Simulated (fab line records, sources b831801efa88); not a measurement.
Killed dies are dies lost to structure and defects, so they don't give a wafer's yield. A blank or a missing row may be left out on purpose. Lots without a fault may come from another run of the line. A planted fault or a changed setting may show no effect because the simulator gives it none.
Which tool did it? | flow sky130 | 12 lots, 36 wafers sampled, at 3 steps of a route of 708

WHAT THE GAUGES READ, wafer by wafer
SKY_VT_ADJUST_NCORE_TW_MEAS_11. Usual: VT_ADJUST_NCORE_TW 217.3, standard deviation 1.2.
lot  | measured     | on            | VT_ADJUST_NCORE_TW | flag
L180 | day 9 00:55  | film_metro-04 | 216.2 215.8 217.1  |
L183 | day 9 21:32  | film_metro-02 | 217.9 216.4 217.3  |
L184 | day 10 09:10 | film_metro-01 | 217.4 217.5 218.7  |
L186 | day 10 16:19 | film_metro-04 | 215.3 216.3 215.0  |
L187 | day 10 21:14 | film_metro-02 | 217.6 218.3 218.0  |
L189 | day 11 12:40 | film_metro-02 | 218.0 217.1 216.8  |
L190 | day 11 19:52 | film_metro-04 | 216.2 214.8 214.9  |
L192 | day 12 09:31 | film_metro-01 | 219.5 218.0 216.8  |
L193 | day 12 14:34 | film_metro-02 | 217.8 217.2 220.3  |
L195 | day 13 04:29 | film_metro-02 | 217.2 217.8 217.3  |
L199 | day 14 07:07 | film_metro-02 | 217.8 218.4 218.3  |
L202 | day 15 07:54 | film_metro-04 | 216.9 217.1 217.0  |

WHICH TOOL RAN EACH LOT (tool, then ch and the chambers of the sampled wafers, then the start)
lot  | SKY_DNWELL_STRIP_08                 | SKY_VT_ADJUST_LVTN_DEHYDRATE_00
L180 | plasma_asher-04 ch 0,1, day 3 11:51 | litho_track-03 ch 0, day 6 20:36
L183 | plasma_asher-04 ch 0,1, day 4 02:26 | litho_track-04 ch 0, day 7 15:32
L184 | plasma_asher-02 ch 0, day 4 12:30   | litho_track-03 ch 0, day 8 03:47
L186 | plasma_asher-04 ch 0,1, day 4 18:39 | litho_track-01 ch 0, day 8 09:10
L187 | plasma_asher-02 ch 0,1, day 4 22:24 | litho_track-04 ch 0, day 8 15:43
L189 | plasma_asher-02 ch 0,1, day 5 10:10 | litho_track-03 ch 0, day 9 04:51
L190 | plasma_asher-03 ch 1, day 5 14:03   | litho_track-03 ch 0, day 9 10:44
L192 | plasma_asher-02 ch 0,1, day 6 03:04 | litho_track-04 ch 0, day 9 23:28
L193 | plasma_asher-02 ch 0, day 6 06:48   | litho_track-04 ch 0, day 10 03:53
L195 | plasma_asher-03 ch 0,1, day 6 17:48 | litho_track-01 ch 0, day 10 17:01
L199 | plasma_asher-04 ch 0,1, day 7 13:39 | litho_track-01 ch 0, day 11 15:01
L202 | plasma_asher-04 ch 0,1, day 8 07:35 | litho_track-03 ch 0, day 12 13:11
- SKY_DNWELL_STRIP_08: strips in O2/N2.
- SKY_VT_ADJUST_LVTN_DEHYDRATE_00: time 60 s.

WHAT THE TOOLS THEMSELVES READ (means of the sampled wafers that have a number; where no wafer has one, the mark that the record gives instead)
SKY_DNWELL_STRIP_08. Usual: drypump_motor_current_A 5.62 A, standard deviation 0.29; oes_product_au 0.722 a.u., standard deviation 0.0047; strip_time_to_endpoint_s 36.88 s, standard deviation 0.12.
lot  | tool            | drypump_motor_current_A (A) | oes_product_au (a.u.) | strip_time_to_endpoint_s (s) | flag
L180 | plasma_asher-04 | 5.85                        | 0.727                 | 36.92                        |
L183 | plasma_asher-04 | 5.80                        | 0.723                 | 36.92                        |
L184 | plasma_asher-02 | 5.55                        | 0.722                 | 36.79                        |
L186 | plasma_asher-04 | 5.72                        | 0.722                 | 36.77                        |
L187 | plasma_asher-02 | 5.48                        | 0.727                 | 37.05                        |
L189 | plasma_asher-02 | 5.49                        | 0.720                 | 36.72                        |
L190 | plasma_asher-03 | 6.03                        | 0.722                 | 36.83                        |
L192 | plasma_asher-02 | 5.53                        | 0.722                 | 36.85                        |
L193 | plasma_asher-02 | 5.53                        | 0.723                 | 36.94                        |
L195 | plasma_asher-03 | 5.44                        | 0.723                 | 36.72                        |
L199 | plasma_asher-04 | 5.69                        | 0.727                 | 36.75                        |
L202 | plasma_asher-04 | 5.76                        | 0.727                 | 37.12                        |

SKY_VT_ADJUST_LVTN_DEHYDRATE_00. Usual: heater_power_total_W 160.37 W, standard deviation 0.13; plate_temp_C 199.97 C, standard deviation 0.14.
lot  | tool           | heater_power_total_W (W) | plate_temp_C (C) | flag
L180 | litho_track-03 | 160.46                   | 199.89           |
L183 | litho_track-04 | 160.27                   | 200.05           |
L184 | litho_track-03 | 160.30                   | 199.85           |
L186 | litho_track-01 | 160.38                   | 200.19           |
L187 | litho_track-04 | 160.42                   | 199.88           |
L189 | litho_track-03 | 160.52                   | 199.98           |
L190 | litho_track-03 | 160.24                   | 200.06           |
L192 | litho_track-04 | 158.41                   | 198.14           | OFF
L193 | litho_track-04 | 158.39                   | 198.14           | OFF
L195 | litho_track-01 | 160.51                   | 199.91           |
L199 | litho_track-01 | 160.34                   | 200.00           |
L202 | litho_track-03 | 160.22                   | 199.99           |

THE ANSWER, worked out from the rows above alone
Rule: a lot is off if the mean of its wafers that have a number lies more than 3 standard deviations from the usual mean. A lot without any number at a reading at which 4 lots or more have one is off too. The other lots that the step has rows for count as sound. The gauges are gone through in route order, then the tools' own readings, and for those a lot's mean is taken as printed above. The first step at which some lot is off is used, and at that step the reading that is off furthest; a lot without a number counts as furthest.
Off: L192, L193, at SKY_VT_ADJUST_LVTN_DEHYDRATE_00 (heater_power_total_W).
A tool fits if, at that step or a process step before it, it ran every lot that is off, and no sound lot after the first of them. Can't be told from this: 2 tools fit, plasma_asher-02 at SKY_DNWELL_STRIP_08, litho_track-04 at SKY_VT_ADJUST_LVTN_DEHYDRATE_00.

WHAT THE SIMULATOR HAD PUT IN
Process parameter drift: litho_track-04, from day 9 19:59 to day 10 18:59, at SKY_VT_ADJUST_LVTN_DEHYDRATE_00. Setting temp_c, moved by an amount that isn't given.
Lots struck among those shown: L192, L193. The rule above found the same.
